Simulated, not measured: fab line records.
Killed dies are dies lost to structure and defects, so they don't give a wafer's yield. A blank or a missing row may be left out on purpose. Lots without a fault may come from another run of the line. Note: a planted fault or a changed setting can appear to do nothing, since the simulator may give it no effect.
fab line records | flow sky130
[record] lots = 7 | wafers = 19 | last_day = 50
route steps=708 shown METAL2@503 VIA2@507 PAD_OPEN@708
lots untouched by any fault: they come from a run of this same line in which no faults occurred
start_h: the number of hours between the record's first day and the start of the first shown wafer of the lot | wait_h: hours from the lot's prior step to this one | " unchanged from the row above | L1.1+2: a row that stands for several wafers | - value missing, or start not given | * or withheld: withheld | < > ~ a bound
route shown NAME@n: a module of which the file shows steps, and the number in the route of the first | usual: mean/standard deviation taken from wafers without a fault | same: alike in all rows | chamber/n: place in a boat | sites: readings site by site | _std_site: standard deviation across them | _edge_site: the outer-site mean with the inner-site mean subtracted | radius_mm: for every site, how far away it sits from the centre of the wafer | mask NAME#n: copy n | behind: the last tool/chamber to shape the wafer | hold: why the lot was held/for how many hours/how that ended | device: whichever transistor did not switch (one of n, p or np) | end of line: the tests these same wafers got at the end of their route | a step without rows: its recipe alone | killed: the dies lost at the first sort to structure and to defects; this is not the yield of the wafer | map: per-die view of a wafer (x killed, . not killed, _ where there is no die)
set.NAME: the setting as run; set.NAME@STEP: as run at that earlier step | model.NAME: the simulator's own value behind a step, which no gauge read
lots at some steps of the route; a table a step, a row a wafer
services: a tool's chamber out of use, with start hour (start_h, from the record's first day; less than 0 if before it), hours out, and reason
[[steps]]
[step SKY_METAL2_STRIP_20]
[recipe] chemistry = O2/N2 | power_w = 1400 | pressure_mtorr = 1500 | platen_temp_c = withheld | o2_flow_sccm = 3000 | n2_flow_sccm = 300 | overash_fraction = 0.5
[usual] drypump_motor_current_A = 5.8/0.58 | oes_product_au = 0.343/0.0046 | strip_time_to_endpoint_s = 2.71/0.036
lot.wafer | tool            | chamber | start_h | wait_h | drypump_motor_current_A | oes_product_au | rf_hours_counter_h | strip_time_to_endpoint_s
L563.2    | plasma_asher-01 | 0       | 834.02  | 0.1    | 6.6                     | 0.348          | 41                 | 2.68
L563.3    | "               | 1       | "       | "      | 6.0                     | 0.338          | -                  | 2.71
L563.6    | "               | 1       | "       | "      | 6.0                     | 0.347          | -                  | 2.71
L565.2    | plasma_asher-01 | 1       | 844.11  | 0.1    | 6.0                     | 0.337          | 42                 | 2.67
L565.4    | "               | 0       | "       | "      | 6.6                     | 0.342          | -                  | 2.65
L565.6    | "               | 0       | "       | "      | 6.6                     | 0.340          | -                  | 2.65
L574.1    | plasma_asher-01 | 0       | 908.62  | 0.1    | 6.6                     | 0.342          | 48                 | 2.67
L574.5    | "               | 1       | "       | "      | 6.0                     | 0.338          | -                  | 2.70
L574.6    | "               | 0       | "       | "      | 6.6                     | 0.340          | -                  | 2.66
L575.2    | plasma_asher-01 | 0       | 919.71  | 0.1    | 6.6                     | 0.344          | 49                 | 2.72
L575.4    | "               | 0       | "       | "      | 6.6                     | 0.342          | -                  | 2.71
L577.1    | plasma_asher-01 | 1       | 935.27  | 0.1    | 6.0                     | 0.338          | 51                 | 2.71
L577.3    | "               | 1       | "       | "      | 6.0                     | 0.335          | -                  | 2.70
L583.1    | plasma_asher-01 | 0       | 976.12  | 0.1    | 6.6                     | 0.335          | 53                 | 2.75
L583.2    | "               | 1       | "       | "      | 6.0                     | 0.350          | 53                 | 2.73
L583.3    | "               | 1       | "       | "      | 6.0                     | 0.351          | -                  | 2.71
L585.2    | plasma_asher-01 | 1       | 984.57  | 0.1    | 6.0                     | 0.338          | 54                 | 2.68
L585.3    | "               | 1       | "       | "      | 6.0                     | 0.345          | -                  | 2.66
L585.5    | "               | 1       | "       | "      | 6.0                     | 0.341          | -                  | 2.72
[step SKY_METAL2_STRIP_21]
[recipe] chemistry = post_etch_residue_remover | time_s = 1200 | temp_c = 72.5
[step SKY_METAL2_CLEAN_22]
[recipe] chemistry = IPA | time_s = 180 | temp_c = 25
[step SKY_METAL2_CLEAN_23]
[recipe] chemistry = O3/DIW | dry = n2_spin
[step SKY_VIA2_HDPCVD_00]
[recipe] material = SiO2 | target_thk_nm = 1180 | sigma_open_frac = 0.3 | time_s = 196.7 | temp_c = 400 | sih4_flow_sccm = 60 | pressure_mtorr = 6
[step SKY_VIA2_THK_MEAS_01]
[recipe] reads = SiO2_of_VIA2_HDPCVD_00
[usual] VIA2_HDPCVD_THK = 1181/11
lot.wafer | tool          | chamber | start_h | wait_h | VIA2_HDPCVD_THK[nm]
L563.2    | film_metro-02 | -       | 834.75  | 0.1    | 1173
L563.3    | "             | -       | "       | "      | 1194
L563.6    | "             | -       | "       | "      | 1191
L565.2    | film_metro-04 | -       | 844.93  | 0.1    | 1173
L565.4    | "             | -       | "       | "      | 1165
L565.6    | "             | -       | "       | "      | 1166
L574.1    | film_metro-04 | -       | 909.34  | 0.1    | 1165
L574.5    | "             | -       | "       | "      | 1174
L574.6    | "             | -       | "       | "      | 1173
L575.2    | film_metro-02 | -       | 920.45  | 0.1    | 1191
L575.4    | "             | -       | "       | "      | 1188
L577.1    | film_metro-04 | -       | 936.03  | 0.1    | 1182
L577.3    | "             | -       | "       | "      | 1173
L583.1    | film_metro-02 | -       | 976.84  | 0.1    | 1187
L583.2    | "             | -       | "       | "      | 1175
L583.3    | "             | -       | "       | "      | 1189
L585.2    | film_metro-01 | -       | 985.39  | 0.1    | 1175
L585.3    | "             | -       | "       | "      | 1185
L585.5    | "             | -       | "       | "      | 1180
[step SKY_VIA2_CMP_02]
[recipe] material = SiO2 | down_force_psi = 4 | platen_rpm = 60 | pad_velocity_m_s = 0.94248
[usual] motor_current_A = 12.5/0.96
lot.wafer | tool   | chamber | start_h | wait_h | motor_current_A
L563.3    | cmp-01 | 0       | 834.80  | 0.0    | 13.2
L563.2    | "      | 1       | "       | "      | 13.5
L563.6    | "      | 0       | "       | "      | 14.0
L565.4    | cmp-02 | 2       | 845.03  | 0.1    | 14.0
L565.2    | "      | 0       | "       | "      | 10.9
L565.6    | "      | 2       | "       | "      | 14.2
L574.1    | cmp-01 | 3       | 909.45  | 0.1    | 12.3
L574.5    | "      | 2       | "       | "      | 11.7
L574.6    | "      | 3       | "       | "      | 12.9
L575.2    | cmp-02 | 3       | 920.60  | 0.1    | 12.4
L575.4    | "      | 0       | "       | "      | 10.9
L577.3    | cmp-01 | 2       | 936.14  | 0.1    | 12.4
L577.1    | "      | 0       | "       | "      | 13.8
L583.3    | cmp-02 | 0       | 976.90  | 0.0    | 11.8
L583.2    | "      | 1       | "       | "      | 11.7
L583.1    | "      | 2       | "       | "      | 14.6
L585.3    | cmp-02 | 1       | 985.44  | 0.0    | 11.6
L585.2    | "      | 2       | "       | "      | 13.9
L585.5    | "      | 2       | "       | "      | 14.9
[step SKY_VIA2_BOW_MEAS_03]
[recipe] mode = bow
[usual] VIA2_BOW = 86/7.1
lot.wafer | tool          | chamber | start_h | wait_h | VIA2_BOW[um]
L563.2    | film_metro-02 | -       | 835.12  | 0.2    | 87
L563.3    | "             | -       | "       | "      | 90
L563.6    | "             | -       | "       | "      | 90
L565.2    | film_metro-01 | -       | 845.30  | 0.1    | 99
L565.4    | "             | -       | "       | "      | 90
L565.6    | "             | -       | "       | "      | 92
L574.1    | film_metro-04 | -       | 909.70  | 0.2    | 74
L574.5    | "             | -       | "       | "      | 91
L574.6    | "             | -       | "       | "      | 82
L575.2    | film_metro-04 | -       | 920.82  | 0.2    | 89
L575.4    | "             | -       | "       | "      | 87
L577.1    | film_metro-01 | -       | 936.39  | 0.1    | 92
L577.3    | "             | -       | "       | "      | 83
L583.1    | film_metro-02 | -       | 977.20  | 0.1    | 91
L583.2    | "             | -       | "       | "      | 99
L583.3    | "             | -       | "       | "      | 88
L585.2    | film_metro-04 | -       | 985.76  | 0.2    | 84
L585.3    | "             | -       | "       | "      | 83
L585.5    | "             | -       | "       | "      | 75
[step SKY_VIA2_DEHYDRATE_04]
[recipe] temp_c = 200 | time_s = 60
[step SKY_VIA2_HMDS_05]
[recipe] prime_time_s = 60 | prime_temp_c = 120
[step SKY_VIA2_COAT_06]
[recipe] resist = BARC | temp_c = withheld | time_s = withheld | spin_rpm = 3000 | resist_thk_nm = 60
[step SKY_VIA2_COAT_07]
[recipe] resist = KrF-thick | spin_rpm = 3000 | resist_thk_nm = 450
[step SKY_VIA2_SOFTBAKE_08]
[recipe] temp_c = 100 | time_s = 90 | resist = KrF-thick
[usual] chill_plate_temp_C = 22.98/0.11 | run_length_s = 119.19/0.19
lot.wafer | tool           | chamber | start_h | wait_h | chill_plate_temp_C | run_length_s
L563.2    | litho_track-01 | 0       | 848     | -      | 22.88              | 119.20
L563.3    | "              | 0       | "       | "      | 23.01              | 119.36
L563.6    | "              | 0       | "       | "      | 22.95              | 119.55
L565.2    | litho_track-01 | 0       | 858     | -      | 23.02              | 119.22
L565.4    | "              | 0       | "       | "      | 23.07              | 119.21
L565.6    | "              | 0       | "       | "      | 22.99              | 119.19
L574.1    | litho_track-01 | 0       | 922     | -      | 22.99              | 124.95
L574.5    | "              | 0       | "       | "      | 22.95              | 119.33
L574.6    | "              | 0       | "       | "      | 22.84              | 119.37
L575.2    | litho_track-01 | 0       | 933     | -      | 22.94              | 124.96
L575.4    | "              | 0       | "       | "      | 22.89              | 119.21
L577.1    | litho_track-01 | 0       | 948     | -      | 23.04              | 124.70
L577.3    | "              | 0       | "       | "      | 22.94              | 119.41
L583.1    | litho_track-03 | 0       | 988     | -      | 22.97              | 119.07
L583.2    | "              | 0       | "       | "      | 23.04              | 119.06
L583.3    | "              | 0       | "       | "      | 22.85              | 119.23
L585.2    | litho_track-02 | 0       | 997     | -      | 22.78              | 119.13
L585.3    | "              | 0       | "       | "      | 23.07              | 119.03
L585.5    | "              | 0       | "       | "      | 22.94              | 119.13
[step SKY_VIA2_EXPOSE_09]
[recipe] mask_id = VIM2 | na = 0.8 | source_shape = annular | sigma_inner = 0.55 | sigma_outer = 0.85 | target_cd_nm = 200 | dose_mj = 38
[step SKY_PAD_OPEN_PROBE_99]
[usual] defect_limited_yield = 82.8/2 | killed_at_M0_to_M3 = 42/7.3 | killed_at_M4_up = 3.2/1.8 | killed_at_contacts = 25/5.2 | killed_at_front_end = 15/4.6 | killed_at_other = 0.3/0.62 | killed_dies = 85/9.9 | killed_open = 46/7.1 | killed_short = 38/5.7 | sort_bin_3_pad_short = 0.9/0.42 | sort_bin_5_function = 10.0/1.5 | sort_bin_6_memory = 6.3/1.2 | sort_n_pass = 407/9.9 | sort_yield_pct = 82.8/2
[same] gross_dies = 492 | killed_at_back_side = 0 | sort_bin_4_leakage[%] = 0 | sort_bin_8_speed[%] = 0
lot.wafer | tool      | chamber | start_h | wait_h | defect_limited_yield[%] | killed_at_M0_to_M3 | killed_at_M4_up | killed_at_contacts | killed_at_front_end | killed_at_other | killed_dies | killed_open | killed_short | sort_bin_3_pad_short[%] | sort_bin_5_function[%] | sort_bin_6_memory[%] | sort_n_pass | sort_yield_pct[%]
L565.2    | prober-01 | -       | 1095.09 | 0.1    | 87.2                    | 28                 | 2               | 22                 | 11                  | 0               | 63          | 32          | 30           | 0.4                     | 7.5                    | 4.9                  | 429         | 87.2
L565.4    | prober-01 | -       | 1095.19 | 0.2    | 80.3                    | 50                 | 3               | 29                 | 15                  | 0               | 97          | 47          | 47           | 0.4                     | 9.8                    | 9.6                  | 395         | 80.3
L565.6    | prober-01 | -       | 1095.29 | 0.2    | 82.7                    | 35                 | 4               | 21                 | 25                  | 0               | 85          | 41          | 44           | 0.6                     | 10.2                   | 6.5                  | 407         | 82.7
// killed by level:class
L565.2 CONTACT:geometric_particle:open=8 LI_CONTACT:geometric_particle:open=5 LOCAL_INTERCONNECT:geometric_particle:short=5 VIA1:geometric_particle:short=4 METAL1:geometric_particle:short=4 VIA1:geometric_particle:open=4 VIA3:geometric_particle:open=4 FIELD_ISO:geometric_particle:short=3
L565.4 VIA1:geometric_particle:open=12 CONTACT:geometric_particle:open=9 METAL2:geometric_particle:short=9 VIA2:geometric_particle:open=9 LI_CONTACT:geometric_particle:open=7 CONTACT:geometric_particle:short=7 VIA2:geometric_particle:short=6 FIELD_ISO:geometric_particle:short=4
L565.6 FIELD_ISO:geometric_particle:short=7 LI_CONTACT:geometric_particle:open=7 VIA2:geometric_particle:open=7 METAL2:geometric_particle:short=6 POLY_GATE:geometric_particle:short=5 CONTACT:geometric_particle:short=5 VIA1:geometric_particle:open=5 FIELD_ISO:geometric_particle:open=4
[[services]]
tool            | chamber | start_h | hours | kind
cmp-02          | -       | 824.61  | 0.4   | repair
cmp-02          | -       | 826.13  | 1.7   | repair
cmp-01          | -       | 840.58  | 1.3   | repair
cmp-01          | -       | 840.75  | 2.0   | repair
cmp-02          | -       | 858.63  | 2.8   | repair
cmp-02          | -       | 879.40  | 0.7   | repair
plasma_asher-01 | -       | 882.03  | 5.1   | repair
cmp-02          | -       | 885.99  | 1.0   | repair
cmp-02          | -       | 912.29  | 4.0   | pm
cmp-02          | -       | 916.29  | -     | consumable_replace:conditioner
cmp-02          | -       | 916.29  | -     | consumable_replace:pad
cmp-01          | -       | 938.14  | 0.5   | repair
cmp-02          | -       | 957.93  | 1.7   | repair
cmp-02          | -       | 958.45  | 1.7   | repair
plasma_asher-01 | -       | 960.13  | 15.8  | pm
cmp-01          | -       | 972.55  | 0.3   | repair
cmp-02          | -       | 982.22  | 1.4   | repair
cmp-01          | -       | 982.47  | 0.2   | repair
cmp-02          | -       | 985.74  | 4.4   | pm
[[key]]
[first_sign] step = SKY_VIA2_SOFTBAKE_08 | reading = run_length_s | direction = up | sigmas = 30 | usual = * | struck = *
effect none on later readings
met_at SKY_VIA2_SOFTBAKE_08
struck_wafers L574.1,L575.2,L577.1
onset_between 858 922
[fault] kind = process_parameter_drift | tool = litho_track-01 | chamber = - | onset_h = 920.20 | steps = SKY_VIA2_SOFTBAKE_08 | channel = time_s | offset = * | shape = step | end_h = 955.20 | scope = struck_wafers_only | acts_in = * | stated = *
